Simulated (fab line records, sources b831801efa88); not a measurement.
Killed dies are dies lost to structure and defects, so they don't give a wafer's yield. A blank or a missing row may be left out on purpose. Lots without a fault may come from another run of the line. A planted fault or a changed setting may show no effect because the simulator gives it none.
fab line records | flow sfq_line
record lots=6 wafers=18 last_day=87
route steps=325 shown I0@53 M1@58
lots that met no fault: from a run of the same line without faults
start_h: hours from the record's first day to the start of the lot's first wafer shown | wait_h: hours since the lot's step before | " the same as in the row above | L1.1+2: a row that stands for several wafers | - no value, or no start given | * or withheld: withheld | < > ~ a bound
route shown NAME@n: a module of which the file shows steps, and the number in the route of the first | usual: mean/standard deviation of fault-free wafers | same: alike in all rows | chamber/n: place in a boat | sites: the reading at each site | _std_site: their standard deviation | _edge_site: outer sites' mean less inner sites' | radius_mm: how far each site lies from the wafer's centre | mask NAME#n: copy n | behind: the tool/chamber that last shaped the wafer | hold: why the lot was held/for how many hours/how that ended | device: the transistor (n, p or np) that didn't switch | end of line: the same wafers' tests at the end of the route | a step without rows: its recipe alone | killed: dies lost to structure and defects at the first sort, not the wafer's yield | map: a wafer's dies, x killed, . not, _ none there
set.NAME: the setting as run; set.NAME@STEP: as run at that earlier step | model.NAME: the simulator's own value behind a step, which no gauge read
lots at some steps of the route; a table a step, a row a wafer
services: from which hour (start_h, from the record's first day; less than 0 if before it) a tool's chamber was out of use, for how many hours, and why
## steps
# step SFQ_I0_OVL_MEAS_908
# usual I0_OVL=0/6
# columns lot.wafer tool chamber start_h wait_h I0_OVL[nm]
L968.1 overlay-01 - 531.87 0.1 -10
L968.3 " - " " -5
L968.4 " - " " -10
L969.1 overlay-01 - 536.67 0.1 3
L969.4 " - " " 5
L969.6 " - " " 7
L970.2 overlay-01 - 540.28 0.1 -2
L970.3 " - " " -7
L970.4 " - " " -2
L976.1 overlay-01 - 598.10 0.1 10
L976.2 " - " " 6
L976.5 " - " " 4
L978.1 overlay-02 - 614.90 0.1 2
L978.4 " - " " 7
L978.6 " - " " 2
L980.2 overlay-01 - 633.13 0.1 6
L980.4 " - " " 3
L980.6 " - " " 4
# step SFQ_TRILAYER_I0_VIA_BARC_OPEN_VIA_ETCH_046
# recipe mask_material=PR chemistry=O2 target_depth_nm=125 target=BARC source_w=500 bias_w=80 pressure_mtorr=30 time_s=41.7
# usual drypump_motor_current_A=5.8/0.55 oes_product_au=0.685/0.0052 rf_fwd_power_W=495.0/1.8
# columns lot.wafer tool chamber start_h wait_h drypump_motor_current_A oes_product_au rf_fwd_power_W rf_hours_counter_h
L968.1 rie_diel-02 0 531.91 0.0 6.0 0.684 494.1 3
L968.3 " 3 " " 5.7 0.678 494.9 91
L968.4 " 1 " " 4.8 0.686 496.1 5
L969.1 rie_diel-01 3 536.71 0.0 6.1 0.698 497.6 48
L969.4 " 0 " " 5.5 0.691 495.1 15
L969.6 " 1 " " 5.0 0.689 495.4 -
L970.2 rie_diel-02 3 540.31 0.0 5.7 0.685 493.3 91
L970.3 " 1 " " 4.8 0.673 494.8 5
L970.4 " 0 " " 6.0 0.684 493.3 3
L976.1 rie_diel-03 3 598.14 0.0 5.8 0.677 497.2 65
L976.2 " 1 " " 6.8 0.684 495.7 0
L976.5 " 0 " " 6.1 0.687 495.7 -
L978.1 rie_diel-03 1 614.94 0.0 6.8 0.691 496.2 1
L978.4 " 3 " " 5.8 0.694 498.0 66
L978.6 " 1 " " 6.8 0.687 496.7 -
L980.2 rie_diel-03 1 633.16 0.0 6.8 0.687 496.6 1
L980.4 " 0 " " 6.1 0.691 492.0 10
L980.6 " 0 " " 6.1 0.683 496.3 -
# step SFQ_TRILAYER_I0_VIA_ETCH_VIA_ETCH_034
# recipe target=SiO2 stop_on=Nb mask_material=PR taper_deg=20 chemistry=CHF3 target_depth_nm=260 source_w=500 bias_w=80 pressure_mtorr=30 time_s=withheld
# usual drypump_motor_current_A=5.8/0.55 oes_product_au=0.854/0.0049 rf_fwd_power_W=498.1/1.6
# columns lot.wafer tool chamber start_h wait_h drypump_motor_current_A oes_product_au rf_fwd_power_W
L968.1 rie_diel-02 0 531.95 0.0 6.0 0.853 494.7
L968.3 " 3 " " 5.7 0.858 496.7
L968.4 " 1 " " 4.8 0.856 497.2
L969.1 rie_diel-01 3 536.75 0.0 6.1 0.857 498.2
L969.4 " 0 " " 5.4 0.852 499.6
L969.6 " 1 " " 5.0 0.852 498.8
L970.2 rie_diel-02 3 540.35 0.0 5.7 0.853 499.1
L970.3 " 1 " " 4.8 0.850 499.2
L970.4 " 0 " " 6.0 0.852 496.9
L976.1 rie_diel-03 3 598.18 0.0 5.9 0.853 496.7
L976.2 " 1 " " 6.8 0.857 500.2
L976.5 " 0 " " 6.1 0.852 497.0
L978.1 rie_diel-03 1 614.98 0.0 6.8 0.857 501.3
L978.4 " 3 " " 5.8 0.859 497.4
L978.6 " 1 " " 6.8 0.851 498.4
L980.2 rie_diel-03 1 633.20 0.0 6.8 0.862 502.7
L980.4 " 0 " " 6.2 0.849 497.1
L980.6 " 0 " " 6.2 0.863 497.4
# step SFQ_TRILAYER_I0_VIA_STRIP_STRIP_035
# recipe gas=O2 power_w=200 platen_temp_c=40 overash_fraction=0.65 chemistry=O2 pressure_mtorr=50
# usual drypump_motor_current_A=5.61/0.29 oes_product_au=0.998/0.0089
# columns lot.wafer tool chamber start_h wait_h drypump_motor_current_A oes_product_au rf_hours_counter_h
L968.1 rie_metal-04 0 532.06 - 5.60 1.014 39
L968.3 " 0 " " 5.59 1.017 -
L968.4 " 1 " " 5.63 1.009 -
L969.1 rie_metal-01 0 536.86 - 5.24 1.000 44
L969.4 " 0 " " 5.22 1.001 -
L969.6 " 1 " " 5.99 0.997 -
L970.2 rie_metal-04 1 540.46 - 5.67 0.988 29
L970.3 " 0 " " 5.60 0.996 -
L970.4 " 1 " " 5.66 0.991 -
L976.1 rie_metal-04 0 598.29 - 5.58 1.006 47
L976.2 " 1 " " 5.66 1.014 37
L976.5 " 0 " " 5.61 1.014 -
L978.1 rie_metal-01 1 615.09 - 5.95 1.005 73
L978.4 " 0 " " 5.23 0.992 -
L978.6 " 0 " " 5.20 0.989 -
L980.2 rie_metal-01 0 633.31 - 5.24 0.996 59
L980.4 " 0 " " 5.26 0.991 -
L980.6 " 1 " " 5.96 1.002 -
# step SFQ_TRILAYER_I0_VIA_STRIP_SOLV_CLEAN_036
# recipe chemistry=NMP temp_c=70 time_s=600
# step SFQ_TRILAYER_M1_DEP_PRE_CLEAN_038
# recipe gas=Ar time_s=22.5 bias_v=250
# step SFQ_TRILAYER_M1_DEP_SPUTTER_037
# recipe material=Nb base_pressure_pa=1.33e-06 chamber_pressure_pa=0.1333 substrate_temp_c=20 resputter_cathode_voltage_v=400 target_thk_nm=200 power_w=2000 time_s=133.3
# usual throttle_valve_pct=30.1/0.67
# columns lot.wafer tool chamber start_h wait_h throttle_valve_pct
L968.1 pvd_sputter-05 - 532.87 0.0 29.5
L968.3 " - " " 30.0
L968.4 " - " " 30.5
L969.1 pvd_sputter-05 - 537.67 0.0 29.6
L969.4 " - " " 29.5
L969.6 " - " " 29.5
L970.2 pvd_sputter-04 - 541.27 0.0 29.1
L970.3 " - " " 30.7
L970.4 " - " " 30.4
L976.1 pvd_sputter-04 - 599.10 0.0 30.4
L976.2 " - " " 30.7
L976.5 " - " " 30.9
L978.1 pvd_sputter-05 - 615.90 0.0 30.2
L978.4 " - " " 30.3
L978.6 " - " " 29.3
L980.2 pvd_sputter-04 - 634.12 0.0 30.4
L980.4 " - " " 29.2
L980.6 " - " " 30.7
# step SFQ_M1_RS_MEAS_909
# recipe thk_meas_gauge=four-point-probe reads=Nb_of_TRILAYER_M1_DEP_SPUTTER_037
# usual M1_NB_RS=0.889/0.0093
# columns lot.wafer tool chamber start_h wait_h M1_NB_RS[ohm/sq]
L968.1 film_metro-01 - 532.96 0.0 0.880
L968.3 " - " " 0.884
L968.4 " - " " 0.881
L969.1 film_metro-03 - 537.76 0.0 0.889
L969.4 " - " " 0.894
L969.6 " - " " 0.896
L970.2 film_metro-03 - 541.38 0.1 0.910
L970.3 " - " " 0.906
L970.4 " - " " 0.890
L976.1 film_metro-01 - 599.19 0.0 0.883
L976.2 " - " " 0.886
L976.5 " - " " 0.888
L978.1 film_metro-03 - 615.99 0.0 0.882
L978.4 " - " " 0.885
L978.6 " - " " 0.874
L980.2 film_metro-03 - 634.23 0.1 0.875
L980.4 " - " " 0.898
L980.6 " - " " 0.882
# step SFQ_TRILAYER_M1_LITHO_COAT_044
# recipe resist=BARC spin_rpm=3000 resist_thk_nm=62
# step SFQ_TRILAYER_M1_LITHO_COAT_039
# recipe resist=KrF spin_rpm=3000 resist_thk_nm=600
# step SFQ_TRILAYER_M1_LITHO_SOFTBAKE_043
# recipe temp_c=withheld time_s=withheld resist=KrF
# step SFQ_TRILAYER_M1_LITHO_EXPOSE_040
# recipe mask_id=M1 na=0.6 source_shape=conventional sigma_outer=0.65 target_cd_nm=500 dose_mj=14.4
# usual exposure_dose_mJ_cm2=14.400/0.014 focus_offset_nm=-0.1/0.55
# columns lot.wafer tool chamber start_h wait_h mask exposure_dose_mJ_cm2 focus_offset_nm
L968.1 krf_scanner-01 0 665.90 - M1#0 14.414 -0.2
L968.3 " 0 " " M1#0 14.399 -0.1
L968.4 " 0 " " M1#0 14.393 -0.1
L969.1 krf_scanner-02 - 673.32 - M1#0 - -
L969.4 " - " " M1#0 - -
L969.6 " - " " M1#0 - -
L970.2 krf_scanner-02 - 677.12 - M1#0 - -
L970.3 " - " " M1#0 - -
L970.4 " - " " M1#0 - -
L976.1 krf_scanner-02 0 739.32 - M1#0 14.421 -0.4
L976.2 " 0 " " M1#0 14.388 0.6
L976.5 " 0 " " M1#0 14.417 0.9
L978.1 krf_scanner-01 0 757.48 - M1#0 14.408 -0.6
L978.4 " 0 " " M1#0 14.368 0.5
L978.6 " 0 " " M1#0 14.395 -0.2
L980.2 krf_scanner-01 0 773.28 - M1#0 14.419 -0.4
L980.4 " 0 " " M1#0 14.397 0.5
L980.6 " 0 " " M1#0 14.404 0.0
# step SFQ_TRILAYER_M1_LITHO_PEB_042
# recipe peb_temp_c=115 peb_time_s=60 resist=KrF
## services
# columns tool chamber start_h hours kind
pvd_sputter-05 - 510.72 6.8 repair
krf_scanner-02 - 516.01 4.0 pm
rie_diel-02 3 528.82 1.7 repair
rie_metal-01 1 566.09 3.0 repair
krf_scanner-02 - 572.38 0.2 repair
krf_scanner-01 - 576.10 1.3 pm
krf_scanner-02 - 589.67 0.8 pm
rie_metal-04 0 590.58 6.5 repair
rie_diel-02 2 616.22 19.5 repair
krf_scanner-02 - 627.65 1.6 repair
krf_scanner-01 - 628.08 0.8 repair
rie_diel-02 1 628.75 4.7 repair
pvd_sputter-05 - 636.08 0.6 repair
rie_metal-01 - 637.56 1.4 pm
krf_scanner-02 - 639.57 0.4 repair
krf_scanner-01 - 646.90 1.0 pm
krf_scanner-02 - 650.82 1.0 pm
rie_diel-03 0 655.79 6.3 repair
rie_diel-03 - 675.55 2.8 pm
rie_diel-03 3 699.08 6.0 repair
rie_diel-03 2 700.94 7.6 repair
rie_diel-02 0 703.97 16.7 repair
rie_diel-03 2 720.85 9.0 repair
rie_diel-02 2 749.47 2.5 repair
## key
first_sign step=SFQ_TRILAYER_M1_LITHO_EXPOSE_040 reading=tool_record direction=missing
effect none on later readings
met_at SFQ_TRILAYER_M1_LITHO_EXPOSE_040
struck_wafers L969.1,L969.4,L969.6,L970.2,L970.3,L970.4
fault kind=skipped_step_whole tool=krf_scanner-02 chamber=- onset_h=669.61 steps=SFQ_TRILAYER_M1_LITHO_EXPOSE_040 scope=struck_lots_only
